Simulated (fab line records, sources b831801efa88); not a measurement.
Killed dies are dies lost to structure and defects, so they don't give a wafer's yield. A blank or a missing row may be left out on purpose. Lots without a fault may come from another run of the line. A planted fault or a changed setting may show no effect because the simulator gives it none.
Which tool did it? | flow gf180mcu | 11 lots, 33 wafers sampled, at 5 steps of a route of 602

WHAT THE GAUGES READ, wafer by wafer
GF_PSD_RS_MEAS_14: measures by four-point-probe.
lot  | measured     | on            | NSD_RS (ohm/sq)
L794 | day 14 09:53 | film_metro-02 | 46.22 46.26 46.24
L795 | day 14 16:31 | film_metro-02 | 46.18 46.16 46.13
L797 | day 15 13:29 | film_metro-03 | 46.24 46.20 46.29
L798 | day 15 20:16 | film_metro-02 | 46.20 46.16 46.19
L805 | day 18 15:40 | film_metro-02 | 46.12 46.13 46.11
L806 | day 19 01:12 | film_metro-01 | 47.02 46.83 46.86
L808 | day 19 11:32 | film_metro-01 | 47.03 46.94 46.98
L810 | day 20 08:36 | film_metro-02 | 46.22 46.31 46.08
L814 | day 21 13:50 | film_metro-03 | 46.03 46.07 46.10
L815 | day 21 21:22 | film_metro-03 | 46.13 46.12 46.16
L816 | day 22 04:59 | film_metro-03 | 46.21 46.15 46.13

WHICH TOOL RAN EACH LOT (tool, then ch and the chambers of the sampled wafers, then the start)
lot  | GF_VT_IMPLANT_STRIP_42               | GF_HV_LDD_STRIP_37                   | GF_NSD_IMPLANT_09               | GF_NSD_STRIP_11
L794 | plasma_asher-01 ch 0,1, day 7 17:33  | plasma_asher-02 ch 0,1, day 11 17:49 | implanter-03 ch 0, day 13 12:29 | plasma_asher-03 ch 0,1, day 13 12:46
L795 | plasma_asher-03 ch 0,1, day 8 00:32  | plasma_asher-02 ch 1, day 12 00:31   | implanter-01 ch 0, day 13 19:17 | plasma_asher-01 ch 0,1, day 13 19:35
L797 | plasma_asher-01 ch 0,1, day 8 15:16  | plasma_asher-01 ch 0,1, day 12 18:53 | implanter-03 ch 0, day 14 15:22 | plasma_asher-01 ch 0,1, day 14 15:38
L798 | plasma_asher-03 ch 0,1, day 8 22:17  | plasma_asher-04 ch 0,1, day 13 01:25 | implanter-01 ch 0, day 14 21:40 | plasma_asher-01 ch 0,1, day 14 21:58
L805 | plasma_asher-01 ch 0,1, day 10 23:53 | plasma_asher-02 ch 0,1, day 15 15:52 | implanter-02 ch 0, day 17 15:52 | plasma_asher-03 ch 0,1, day 17 16:10
L806 | plasma_asher-03 ch 0,1, day 11 05:08 | plasma_asher-02 ch 0,1, day 16 01:25 | implanter-01 ch 0, day 18 01:31 | plasma_asher-03 ch 0,1, day 18 01:49
L808 | plasma_asher-04 ch 0,1, day 11 18:29 | plasma_asher-02 ch 0,1, day 16 10:22 | implanter-01 ch 0, day 18 12:04 | plasma_asher-03 ch 0,1, day 18 12:22
L810 | plasma_asher-03 ch 0,1, day 12 08:08 | plasma_asher-04 ch 0, day 17 05:40   | implanter-03 ch 0, day 19 08:34 | plasma_asher-01 ch 0,1, day 19 08:52
L814 | plasma_asher-04 ch 0,1, day 13 09:02 | plasma_asher-04 ch 0,1, day 18 10:15 | implanter-02 ch 0, day 20 12:49 | plasma_asher-01 ch 0,1, day 20 13:07
L815 | plasma_asher-01 ch 0,1, day 13 18:24 | plasma_asher-01 ch 1, day 18 19:36   | implanter-03 ch 0, day 20 21:35 | plasma_asher-04 ch 0, day 20 21:52
L816 | plasma_asher-04 ch 0,1, day 14 00:36 | plasma_asher-02 ch 0,1, day 19 02:37 | implanter-02 ch 0, day 21 04:19 | plasma_asher-01 ch 0,1, day 21 04:37
- GF_VT_IMPLANT_STRIP_42: strips in O2/N2.
- GF_HV_LDD_STRIP_37: strips in O2/N2.
- GF_NSD_IMPLANT_09
- GF_NSD_STRIP_11: strips in O2/N2.

THE ANSWER, worked out from the rows above alone
Rule: what is usual is taken from the lots themselves. Put in order of their means at a reading, lots are off if they are a third of the lots or fewer, leave a main group of 4 or more, and stand apart from it by a gap of 3 or more times the standard deviation of the main group's means; of several such gaps the widest counts. A main group whose means are all the same, to the digits that the tables above print for the reading, isn't used. A lot without any number at a reading at which 4 lots or more have one is off too. The other lots that the step has rows for count as sound.
Off: L806, L808, at GF_PSD_RS_MEAS_14 (NSD_RS). The main group: mean 46.17 ohm/sq, standard deviation 0.054.
A tool fits if, at a process step before that reading, it ran every lot that is off, and no sound lot after the first of them. The gauges at GF_PSD_RS_MEAS_14 are tried like those tools. Can't be told from this: 3 tools fit, implanter-01 at GF_NSD_IMPLANT_09, plasma_asher-03 at GF_NSD_STRIP_11, film_metro-01 at GF_PSD_RS_MEAS_14.

WHAT THE SIMULATOR HAD PUT IN
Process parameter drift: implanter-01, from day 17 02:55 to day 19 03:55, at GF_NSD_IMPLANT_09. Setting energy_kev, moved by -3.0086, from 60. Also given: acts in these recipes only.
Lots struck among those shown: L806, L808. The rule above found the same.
